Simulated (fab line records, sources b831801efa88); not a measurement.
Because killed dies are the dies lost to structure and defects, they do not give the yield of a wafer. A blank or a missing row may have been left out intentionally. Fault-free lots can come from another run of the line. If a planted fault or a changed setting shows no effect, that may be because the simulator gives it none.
The tool behind it: which one? | flow sky130 | 42 wafers from 14 lots sampled at 3 of the route's 708 steps

WHAT THE GAUGES READ, wafer by wafer
SKY_VT_ADJUST_PCH_OVL_MEAS_07. Usual: for VT_ADJUST_PCH_OVL the level is -0.1 nm and the standard deviation is 1.4.
lot  | measured     | on         | VT_ADJUST_PCH_OVL (nm) | flag
L387 | day 10 07:13 | overlay-02 | -2.3 -0.5 0.9          |
L390 | day 11 11:01 | overlay-01 | -1.9 -1.0 0.0          |
L391 | day 11 19:22 | overlay-02 | -1.1 -1.1 0.7          |
L395 | day 13 01:55 | overlay-01 | 2.7 0.1 -1.3           |
L396 | day 13 07:24 | overlay-01 | 2.3 3.3 2.4            |
L397 | day 13 15:57 | overlay-02 | -1.3 -1.4 -0.7         |
L399 | day 14 03:56 | overlay-01 | -2.2 -1.3 -1.1         |
L401 | day 14 21:07 | overlay-01 | -2.1 -2.2 -3.3         |
L404 | day 15 18:55 | overlay-02 | 0.6 -1.8 1.5           |
L405 | day 16 03:22 | overlay-01 | -1.1 0.0 0.3           |
L406 | day 16 12:38 | overlay-02 | 1.0 -1.7 2.0           |
L407 | day 16 13:32 | overlay-02 | -0.1 0.4 0.7           |
L408 | day 16 19:05 | overlay-02 | -2.3 -1.1 -2.5         |
L410 | day 17 16:22 | overlay-01 | 1.5 1.2 1.9            |

SKY_SONOS_TUNNEL_TW_MEAS_12. Usual: for SONOS_TUNNEL_TW the level is 196.0 and the standard deviation is 1.8.
lot  | measured     | on            | SONOS_TUNNEL_TW   | flag
L387 | day 11 06:24 | film_metro-02 | 195.7 195.2 195.3 |
L390 | day 12 11:53 | film_metro-02 | 194.3 195.4 194.8 |
L391 | day 12 20:14 | film_metro-01 | 195.1 194.4 194.4 |
L395 | day 14 02:44 | film_metro-03 | 199.1 198.6 198.7 |
L396 | day 14 09:13 | film_metro-01 | 194.9 196.2 196.2 |
L397 | day 14 20:02 | film_metro-02 | 195.1 195.2 195.8 |
L399 | day 15 06:01 | film_metro-02 | 194.7 193.9 193.2 |
L401 | day 15 23:41 | film_metro-01 | 193.1 193.6 193.7 |
L404 | day 16 22:39 | film_metro-02 | 194.8 195.7 195.4 |
L405 | day 17 07:22 | film_metro-02 | 193.6 194.2 194.3 |
L406 | day 17 17:20 | film_metro-01 | 196.0 195.6 195.8 |
L407 | day 17 18:20 | film_metro-03 | 196.8 197.4 197.4 |
L408 | day 17 23:07 | film_metro-01 | 195.5 194.8 195.7 |
L410 | day 18 23:56 | film_metro-03 | 198.8 198.7 198.2 |

EACH LOT AND THE TOOL THAT RAN IT (in order: tool; ch and the chambers of the sampled wafers; start)
lot  | SKY_VT_ADJUST_PCH_STRIP_09
L387 | plasma_asher-04 ch 0,1, day 10 07:23
L390 | plasma_asher-01 ch 0,1, day 11 11:11
L391 | plasma_asher-04 ch 0,1, day 11 19:32
L395 | plasma_asher-02 ch 0,1, day 13 02:05
L396 | plasma_asher-01 ch 0,1, day 13 07:36
L397 | plasma_asher-01 ch 0,1, day 13 16:09
L399 | plasma_asher-01 ch 0,1, day 14 04:09
L401 | plasma_asher-04 ch 0,1, day 14 21:17
L404 | plasma_asher-01 ch 0,1, day 15 19:21
L405 | plasma_asher-02 ch 0,1, day 16 03:33
L406 | plasma_asher-01 ch 0,1, day 16 12:49
L407 | plasma_asher-04 ch 0,1, day 16 13:44
L408 | plasma_asher-04 ch 0,1, day 16 19:16
L410 | plasma_asher-02 ch 0,1, day 17 16:32
- SKY_VT_ADJUST_PCH_STRIP_09: strips in O2/N2.

WHAT THE TOOLS THEMSELVES READ (means of the sampled wafers that have a number; where no wafer has one, the mark that the record gives instead)
SKY_VT_ADJUST_PCH_STRIP_09. Usual: chamber_pressure_mTorr 1500.0 mTorr, standard deviation 1.4; drypump_motor_current_A 5.6 A, standard deviation 0.37; oes_product_au 0.722 a.u., standard deviation 0.0048; strip_time_to_endpoint_s 36.88 s, standard deviation 0.1.
lot  | tool            | chamber_pressure_mTorr (mTorr) | drypump_motor_current_A (A) | oes_product_au (a.u.) | strip_time_to_endpoint_s (s) | flag
L387 | plasma_asher-04 | 1500.1                         | 5.5                         | 0.725                 | 36.85                        |
L390 | plasma_asher-01 | 1500.1                         | 5.7                         | 0.718                 | 36.93                        |
L391 | plasma_asher-04 | 1501.1                         | 5.5                         | 0.719                 | 36.71                        |
L395 | plasma_asher-02 | 1500.6                         | 5.2                         | 0.722                 | 36.82                        |
L396 | plasma_asher-01 | 1499.3                         | 5.7                         | 0.721                 | 37.01                        |
L397 | plasma_asher-01 | 1499.7                         | 5.8                         | 0.725                 | 36.99                        |
L399 | plasma_asher-01 | 1498.9                         | 5.6                         | 0.714                 | 36.92                        |
L401 | plasma_asher-04 | 1499.9                         | 5.5                         | 0.724                 | 36.82                        |
L404 | plasma_asher-01 | 1499.9                         | 5.6                         | 0.720                 | 37.02                        |
L405 | plasma_asher-02 | 1500.0                         | 5.3                         | 0.721                 | 36.87                        |
L406 | plasma_asher-01 | 1500.3                         | 5.6                         | 0.725                 | 36.86                        |
L407 | plasma_asher-04 | 1498.7                         | 5.9                         | 0.721                 | 36.75                        |
L408 | plasma_asher-04 | 1499.6                         | 5.8                         | 0.726                 | 36.68                        |
L410 | plasma_asher-02 | 1498.9                         | 5.2                         | 0.721                 | 36.84                        |

THE ANSWER, worked out from the rows above alone
Rule: a lot is off if the mean of its wafers that have a number lies more than 3 standard deviations from the usual mean. A lot without any number at a reading at which 4 lots or more have one is off too. All remaining lots with rows at the step are treated as sound. Order of review: gauges by route order, followed by the tools' own readings, for which a lot's mean as printed above is used. The first step at which some lot is off is used, and at that step the reading that is off furthest; a lot without a number counts as furthest.
None of the lots is off at any reading shown; this tells nothing.

WHAT HAD BEEN PUT IN BY THE SIMULATOR
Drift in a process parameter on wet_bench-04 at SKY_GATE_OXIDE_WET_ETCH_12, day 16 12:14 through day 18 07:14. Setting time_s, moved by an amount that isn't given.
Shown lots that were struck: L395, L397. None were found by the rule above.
